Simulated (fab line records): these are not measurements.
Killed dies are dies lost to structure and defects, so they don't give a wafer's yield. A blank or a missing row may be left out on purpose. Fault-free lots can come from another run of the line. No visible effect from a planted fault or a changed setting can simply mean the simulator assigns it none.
Which tool was responsible?    flow sky130    6 lots with 17 wafers sampled at 5 steps, on a route of 708 steps

WHAT EACH GAUGE READ, for each wafer
SKY_SD_N_RS_MEAS_17: a four-point-probe measurement.
lot   measured      on            SD_P_RS (ohm/sq)
L274  day 28 23:19  filmMetro-03  146.8 147.0 146.5
L277  day 29 23:25  filmMetro-03  146.7 146.9 147.5
L279  day 30 17:25  filmMetro-01  146.6 147.0 147.1
L284  day 32 10:12  filmMetro-03  149.7 147.0
L291  day 34 06:45  filmMetro-03  147.3 147.0 147.5
L294  day 36 13:26  filmMetro-01  147.1 146.6 146.8

WHAT TOOL EACH LOT RAN ON (gives the tool, then ch and the chambers of the sampled wafers, and finally the start)
lot   SKY_VT_ADJUST_HVTP_STRIP_10         SKY_VT_ADJUST_LVTN_STRIP_09          SKY_SD_P_IMPLANT_09              SKY_SD_P_STRIP_10
L274  plasmaAsher-04 ch 0,1, day 6 22:20  plasmaAsher-04 ch 0,1, day 7 18:22   implanter-02 ch 0, day 26 13:22  plasmaAsher-03 ch 0,1, day 26 13:31
L277  plasmaAsher-01 ch 0,1, day 7 15:05  plasmaAsher-04 ch 0,1, day 8 10:31   implanter-02 ch 0, day 27 14:23  plasmaAsher-03 ch 0,1, day 27 14:30
L279  plasmaAsher-01 ch 0,1, day 8 04:39  plasmaAsher-02 ch 0,1, day 9 01:52   implanter-02 ch 0, day 28 08:38  plasmaAsher-01 ch 0,1, day 28 08:46
L284  plasmaAsher-01 ch 0, day 9 10:05    plasmaAsher-04 ch 0, day 10 08:16    implanter-03 ch 0, day 30 01:26  plasmaAsher-03 ch 0,1, day 30 01:35
L291  plasmaAsher-02 ch 0, day 11 07:28   plasmaAsher-02 ch 1, day 12 06:31    implanter-01 ch 0, day 32 02:08  plasmaAsher-01 ch 0,1, day 32 02:17
L294  plasmaAsher-02 ch 0, day 12 21:15   plasmaAsher-03 ch 0,1, day 13 22:49  implanter-01 ch 0, day 34 07:30  plasmaAsher-03 ch 0, day 34 07:39
- SKY_VT_ADJUST_HVTP_STRIP_10: strips in O2/N2.
- SKY_VT_ADJUST_LVTN_STRIP_09: strips in O2/N2.
- SKY_SD_P_IMPLANT_09
- SKY_SD_P_STRIP_10: strips in O2/N2.

THE ANSWER, worked out from the rows above alone
Rule: the lots themselves supply what counts as usual. Put in order of their means at a reading, lots are off if they are a third of the lots or fewer, leave a main group of 4 or more, and stand apart from it by a gap of 3 or more times the standard deviation of the main group's means; of several such gaps the widest counts. If all means in a main group match to the digits the tables above print for the reading, that group is not used. A lot without any number at a reading at which 4 lots or more have one is off too. Any other lot the step has rows for is counted as sound.
Off: L284, seen at SKY_SD_N_RS_MEAS_17 (SD_P_RS). For the main group the mean is 147.0 ohm/sq and the standard deviation 0.18.
A tool fits if, at a process step before that reading, it ran every lot that is off, and no sound lot after the first of them. Gauges at SKY_SD_N_RS_MEAS_17: tried the same way as those tools. Can't be told from this: 3 tools fit, plasmaAsher-01 at SKY_VT_ADJUST_HVTP_STRIP_10, plasmaAsher-04 at SKY_VT_ADJUST_LVTN_STRIP_09, implanter-03 at SKY_SD_P_IMPLANT_09.

WHAT THE SIMULATOR HAD INSERTED
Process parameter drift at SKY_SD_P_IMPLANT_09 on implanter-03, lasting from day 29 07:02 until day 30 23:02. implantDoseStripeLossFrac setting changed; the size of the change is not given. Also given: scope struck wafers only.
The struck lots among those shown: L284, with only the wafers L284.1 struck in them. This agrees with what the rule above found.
